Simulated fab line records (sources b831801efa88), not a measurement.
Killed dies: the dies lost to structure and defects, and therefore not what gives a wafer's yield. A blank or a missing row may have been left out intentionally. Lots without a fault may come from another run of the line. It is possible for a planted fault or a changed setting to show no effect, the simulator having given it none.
Problem report, 8D (eight disciplines) form, completed by code ; flow gf180mcu ; the parts of the form that need people (team, actions taken, sign-off) are left out

== 1. THE ISSUE ==
Mean TOP_METAL_ALCU_RS at GF_TOP_METAL_RS_MEAS_05: 0.0168 ohm/sq over 2 wafers in 2 lots; fault-free wafers: 0.0330 ohm/sq, standard deviation 0.0005. That is -32 standard deviations from the usual mean.
The step: measures by four-point-probe.
The first sign was on wafer L619.5 at day 31 12:02, on film_metro-01. Wafers with a number at this step in the record: 30, from 10 lots. The rule behind "out" and "out of limits": a value lying over 4 standard deviations away from the usual mean. Any other wafer with a number is counted as sound.

== 2. WHAT IT IS AND WHAT IT IS NOT ==
question;is;is not
which readings at this step;TOP_METAL_ALCU_RS;-
which lots;L619, L622;L605, L608, L613, L614, L620, L626, L627, L628
which wafers of those lots;L619.5, L622.3;L619.1, L619.2, L622.2, L622.6
read on which gauges;film_metro-01, film_metro-03;film_metro-04
when;from day 31 12:02;"up to then (14 sound wafers); but 14 sound wafers of L620, L622, L626, L627, L628 came after"

== 3. WHAT RULES OUT EACH SUSPECT ==
Counting: a tool at a process step up to the reading stays a suspect if it ran every lot that is out. Sound lots after the first of them don't rule it out here, since some wafers of a struck lot are sound.
- the gauge at GF_TOP_METAL_RS_MEAS_05: ruled out. 2 gauges (film_metro-01, film_metro-03) read the wafers that are out.
- cmp-01 at GF_V5_CMP_04 (polishes SiO2): kept. Ran every lot that is out, first one L619 (day 30 16:10); last sound lot up to then L613 (day 29 02:17).
- pvd_sputter-03 at GF_TOP_METAL_SPUTTER_02 (material AlCu, target thk 900 nm, time 47.82 s): kept. Ran every lot that is out, first one L619 (day 31 11:57); last sound lot up to then L613 (day 30 00:15).
Remaining after the count are cmp-01 at GF_V5_CMP_04 and pvd_sputter-03 at GF_TOP_METAL_SPUTTER_02.

== 4. THE CAUSE (what the simulator had put in) ==
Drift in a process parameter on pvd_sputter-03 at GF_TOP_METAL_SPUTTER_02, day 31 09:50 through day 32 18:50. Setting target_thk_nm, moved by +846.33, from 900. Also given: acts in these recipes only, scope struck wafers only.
After counting, 2 suspects remain, this tool included.

== 5. SEQUENCE OF EFFECTS, ordered by route ==
Each row: a reading where the mean over the struck wafers with a number is more than 3 standard deviations away from the usual. Scope: only readings with a usual standard deviation given in the record; hours: median across lots of the time from each lot's start at the first step in this table that gives one to its start at this step; sigmas: change in usual standard deviations.
hours;step;reading;usual;on struck wafers;change;sigmas
0;GF_TOP_METAL_RS_MEAS_05;TOP_METAL_ALCU_RS;0.0330 ohm/sq;0.0168;-0.0163;-32
3;GF_TOP_METAL_THK_MEAS_06;TOP_METAL_ALCU_THK;892 nm;1752;+860;+61
17;GF_TOP_METAL_METAL_ETCH_16;oes_product_au;0.963 a.u.;1.010;+0.047;+5.4
17;GF_TOP_METAL_METAL_ETCH_16;throttle_valve_pct;28.262 %;28.209;-0.053;-4.5
36;GF_PASSIVATION_BOW_MEAS_14;PASSIVATION_BOW;138 um;97;-41;-3.7
Its process steps:
- GF_TOP_METAL_METAL_ETCH_16: etches the open film in Cl2/BCl3, stops on SiO2, target depth 1077.5 nm, time 179.6 s.
Later steps that measure or inspect, where all struck wafers having a row at the step show a number for every such reading and not one has moved that far: GF_TOP_METAL_CD_MEAS_14.

== 6. HOW IT WOULD HAVE BEEN CAUGHT EARLIER ==
The first out-of-limits reading at a measuring or inspecting step in this record came at day 31 12:02, 2 hours after the fault's start at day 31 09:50.
Tool readings at GF_TOP_METAL_SPUTTER_02 with a usual standard deviation given in the record: none out on any struck wafer, hence no alarm at a limit of 4 standard deviations on them.
L622, from the lots that are out (2), started GF_TOP_METAL_SPUTTER_02 on pvd_sputter-03 later than day 31 12:02. Holding the tool at that time would have saved it.
